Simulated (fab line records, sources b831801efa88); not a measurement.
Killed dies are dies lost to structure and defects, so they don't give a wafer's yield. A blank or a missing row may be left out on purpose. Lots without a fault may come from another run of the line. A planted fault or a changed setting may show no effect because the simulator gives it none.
Split-lot experiment | flow gf180mcu | 5 lots, 23 wafers read, on a route of 602 steps

THE SPLIT
At GF_HV_LDD_DEVELOP_45 (develop time 60 s), the setting dev_temp_c was moved away from the recipe's 23 C on 5 of the 23 wafers read, by -10.8% to +11.1%. The other wafers ran this setting at the recipe's value.

The file shows no step between the split and the reading.

THE READING
cd_nm, in nm, at GF_HV_LDD_CD_MEAS_46 (target cd 400 nm). Fault-free wafers of this fab line usually give 400.0 nm, standard deviation 2 nm.

wafer  | tool, chamber at the split | dev_temp_c as run, C | against the recipe | cd_nm, nm | against lot-mates on the recipe
L075.1 | litho_track-03, 0          | 23                   | recipe             | 401.4     | -
L075.4 | litho_track-03, 0          | 23                   | recipe             | 403.0     | -
L075.6 | litho_track-03, 0          | 23                   | recipe             | 401.7     | -
L077.1 | litho_track-03, 0          | 23                   | recipe             | 399.0     | -
L077.2 | litho_track-03, 0          | 23                   | recipe             | 398.6     | -
L077.3 | litho_track-03, 0          | 23                   | recipe             | 399.2     | -
L077.5 | litho_track-03, 0          | 23                   | recipe             | 398.5     | -
L077.6 | litho_track-03, 0          | 23                   | recipe             | 398.5     | -
L078.1 | litho_track-04, 0          | 23                   | recipe             | 397.2     | -
L078.2 | litho_track-04, 0          | 25.55                | +11.1%             | 389.7     | -8.1
L078.3 | litho_track-04, 0          | 23                   | recipe             | 399.0     | -
L078.4 | litho_track-04, 0          | 25.55                | +11.1%             | 389.4     | -8.4
L078.6 | litho_track-04, 0          | 23                   | recipe             | 397.1     | -
L079.1 | litho_track-03, 0          | 23                   | recipe             | 401.4     | -
L079.2 | litho_track-03, 0          | 23                   | recipe             | 404.7     | -
L079.3 | litho_track-03, 0          | 23                   | recipe             | 400.8     | -
L079.4 | litho_track-03, 0          | 23                   | recipe             | 400.0     | -
L079.5 | litho_track-03, 0          | 23                   | recipe             | 401.7     | -
L083.2 | litho_track-04, 0          | 20.51                | -10.8%             | 408.6     | +6.7
L083.3 | litho_track-04, 0          | 23                   | recipe             | 402.7     | -
L083.4 | litho_track-04, 0          | 23                   | recipe             | 401.2     | -
L083.5 | litho_track-04, 0          | 20.51                | -10.8%             | 407.6     | +5.7
L083.6 | litho_track-04, 0          | 20.51                | -10.8%             | 408.8     | +6.9

THE FIT
A straight line over all 23 wafers: cd_nm changes by -0.84 nm for each +1% of dev_temp_c; r = -0.92; the points scatter about the line by 2 nm.
The same after taking each lot's own level away (the mean of its wafers on the recipe; 23 wafers): -0.655 nm for each +1%; r = -0.96; scatter 1 nm.
On that fit, the largest move of dev_temp_c shifts the reading by 7.3 nm.
The lots' own levels span 397.77 to 402.03 nm, that is 2.1 times the standard deviation above.
So the lot-to-lot level changes the slope: the two fits differ.
Check: with one of the wafers moved furthest among these (+11.1%) left out of the fit, the line predicts -7.21 nm for it against its lot-mates. It came out at -8.07 nm against them.

OTHER SPLITS ON THESE WAFERS
These wafers also went through other splits before the reading. Each is held against what the fit with the lots' levels taken away leaves over:
other split on the same wafers  | wafers away from the commonest value | r with cd_nm (lot level and that fit taken away)
GF_HV_LDD_IMPLANT_09 dose_cm2   | 6                                    | +0.20
GF_HV_LDD_IMPLANT_21 energy_kev | 9                                    | -0.19

THE FILE'S OWN FIT
cd_nm changes by -0.669 nm for each +1% of dev_temp_c, r = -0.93.
